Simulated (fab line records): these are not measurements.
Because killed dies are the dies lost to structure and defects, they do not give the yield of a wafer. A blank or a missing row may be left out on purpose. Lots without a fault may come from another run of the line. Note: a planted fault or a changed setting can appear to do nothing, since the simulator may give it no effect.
Problem report, 8D (eight disciplines) form, completed by code || flow gf180mcu || the parts of the form that need people (team, actions taken, sign-off) are left out

== 1. WHAT WENT WRONG ==
On 3 wafers of 1 lot, exposureDoseMJCm2 at GF_V1_EXPOSE_11 has a mean of 36.82; fault-free wafers read 37.98, standard deviation 0.035. That puts it -33 standard deviations away from the usual mean.
The step: exposes mask Via1, target cd 260 nm.
The first sign was on wafer L676.2 at day 25 06:15, on krfScanner-01. Wafers with a number at this step in the record: 36, from 12 lots. Rule for "out", or "out of limits": more than 4 standard deviations from the usual mean. The rest of the wafers with a number are treated as sound.

== 2. WHAT IT IS; WHAT IT IS NOT ==
{"question": "which readings at this step", "is": "exposureDoseMJCm2", "is not": "-"}
{"question": "which lots", "is": "L676", "is not": "L657, L658, L659, L660, L662, L664, L666, L667, L668, L677, L678"}
{"question": "which wafers of those lots", "is": "all that have a number", "is not": "-"}
{"question": "read on which tools", "is": "krfScanner-01", "is not": "krfScanner-02"}
{"question": "when", "is": "from day 25 06:15", "is not": "up to then (27 sound wafers); but 6 sound wafers of L677, L678 came after"}

== 3. THE SUSPECTS, EACH WITH WHAT RULES IT OUT ==
Counting: any tool at a process step up to the reading is kept as a suspect provided that every lot that is out went through it and no sound lot did after the first of them.
- krfScanner-01 at GF_V1_EXPOSE_11 (exposes mask Via1, target cd 260 nm): kept. It ran the lot that is out, L676 (day 25 06:15), and no sound lot after that; its last sound lot up to then is L668 (day 22 12:14). Its own readings are out on those wafers: exposureDoseMJCm2.
Remaining after the count: krfScanner-01 at GF_V1_EXPOSE_11.

== 4. THE CAUSE (what the simulator had put in) ==
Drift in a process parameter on krfScanner-01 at GF_V1_EXPOSE_11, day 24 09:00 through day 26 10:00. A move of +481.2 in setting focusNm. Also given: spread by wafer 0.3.
Only this tool survived the counting.

== 5. THE CHAIN OF EFFECTS, in route order ==
Rows list readings where the struck wafers' mean (over those with a number) sits beyond 3 standard deviations from the usual. Only readings whose record carries a usual standard deviation are examined. hours: median over the lots of the time between each lot's start at the first step of this table that gives one and its start at this step. sigmas: the change, counted in usual standard deviations.
{"hours": 0, "step": "GF_V1_EXPOSE_11", "reading": "exposureDoseMJCm2", "usual": 37.98, "on struck wafers": 36.82, "change": -1.16, "sigmas": -33}
Process steps it contains:
- GF_V1_EXPOSE_11: exposes mask Via1, target cd 260 nm.
Later measuring or inspecting steps at which every struck wafer that the step has a row for has a number for every such reading, and none has moved that far: GF_V3_RS_MEAS_24.

== 6. WHAT WOULD HAVE CAUGHT IT SOONER ==
First out-of-limits reading in this record: day 25 06:15, which is 21 hours after fault onset at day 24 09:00.
